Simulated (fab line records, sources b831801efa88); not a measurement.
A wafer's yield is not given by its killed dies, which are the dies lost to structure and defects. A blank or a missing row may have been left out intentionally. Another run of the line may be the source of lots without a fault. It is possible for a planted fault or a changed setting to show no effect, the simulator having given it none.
Struck lot and sound lot, side by side    flow sky130    16 out of 708 route steps
Sound: the wafers L932.1, L932.3, L932.4. Wafers L941.3, L941.4, L941.5 were the ones struck. The cause is named last.
Each step with rows lists, per side, the tool, then ch with its chambers, then its first start. Under that, the readings that differ: sound wafers    struck wafers    difference of the means    sigmas: that difference in standard deviations of wafers without a fault.
alike: readings with means less than 2 such deviations apart, plus words and numbers identical on both sides. not compared: withheld readings, readings lacking a value on some wafer, bounds such as >300 that could conceal the same value, and numbers that have no deviation in the record and whose values overlap.
A row with sigmas, a row that says differs or no value, or rows on one side alone: a step with any of these is where the two part. Numbers that don't overlap but have no deviation are shown without sigmas and don't part them. A reading that every wafer of one side lacks parts them only if that side has two wafers or more.

first, 2 steps without rows for these wafers: SKY_METAL4_PEB_11; SKY_METAL4_DEVELOP_12 (develop time 60 s).
SKY_METAL4_CD_MEAS_13: the cd target is 300 nm.
  sound on cd sem-02 at day 43 05:55; struck on cd sem-01 at day 45 17:19
  alike: cd nm
SKY_METAL4_OVL_MEAS_14:
  sound on overlay-02 at day 43 06:02; struck on overlay-01 at day 45 17:24
  alike: METAL4_OVL
SKY_METAL4_DESCUM_15: chemistry O2, time 8 s.
  sound on rie metal-01 ch 0,1, day 43 06:04; struck on rie metal-03 ch 0,1, day 45 17:26
  alike: drypump motor current A, oes product au
  not compared: rf hours counter h
SKY_METAL4_ETCH_16: etches BARC in N2/H2, stops on SiO2, time 88.2 s, target depth 60 nm.
  sound on rie metal-01 ch 0,1, day 43 06:06; struck on rie metal-03 ch 0,1, day 45 17:29
  alike: drypump motor current A, oes product au, throttle valve pct
  not compared: rf hours counter h
SKY_METAL4_ETCH_17: etches SiO2 in C4F8/O2/Ar, stops on TiN, time 3.9 s, target depth 15 nm.
  sound on rie diel-02 ch 1,2,3, day 43 06:12; struck on rie diel-02 ch 1,3, day 45 17:34
  alike: oes product au
  not compared: rf hours counter h
then, 1 step without rows for these wafers: SKY_METAL4_METAL_ETCH_18 (etches the open film in Cl2/BCl3, stops on SiO2, target depth 845 nm, time 183.1 s).
SKY_METAL4_STRIP_19: strips in O2/N2.
  sound on plasma asher-03 ch 0,1, day 43 06:24; struck on plasma asher-04 ch 0,1, day 45 17:47
  alike: drypump motor current A, oes product au, strip time to endpoint s
  not compared: rf hours counter h
then, 3 steps without rows for these wafers: SKY_METAL4_STRIP_20 (strips in post etch residue remover, time 1200 s); SKY_METAL4_CLEAN_21 (cleans in IPA, time 180 s); SKY_METAL4_CLEAN_22 (cleans in O3/DIW).
SKY_VIA4_HDPCVD_00: deposits SiO2, target thk 1750 nm, time 291.7 s.
  sound on hdpcvd-01 ch 0,2, day 43 06:59; struck on hdpcvd-01 ch 0,1,2, day 45 18:20
reading                                   sound           struck          difference  sigmas
model.SiO2_of_VIA4_HDPCVD_00.thk nm (nm)  1745 1773 1769  2584 2554 2560  +804        
  alike: sih4 flow sccm
SKY_VIA4_THK_MEAS_01:
  sound on film metro-04 at day 43 07:10; struck on film metro-04 at day 45 18:32
reading               sound           struck          difference  sigmas
VIA4_HDPCVD_THK (nm)  1745 1773 1767  2584 2555 2561  +805        +47
SKY_VIA4_CMP_02: polishes SiO2.
  sound on cmp-02 ch 0,1,2, day 43 07:14; struck on cmp-01 ch 2,3, day 45 18:44
  alike: motor current A
then, 1 step without rows for these wafers: SKY_PAD_OPEN_PROBE_99.

## WHERE THEY PART
At SKY_VIA4_THK_MEAS_01 and nowhere else, as far as this record goes. Later steps at which nothing parts them and some readings are alike: SKY_VIA4_CMP_02.

WHY: the cause the simulator had injected
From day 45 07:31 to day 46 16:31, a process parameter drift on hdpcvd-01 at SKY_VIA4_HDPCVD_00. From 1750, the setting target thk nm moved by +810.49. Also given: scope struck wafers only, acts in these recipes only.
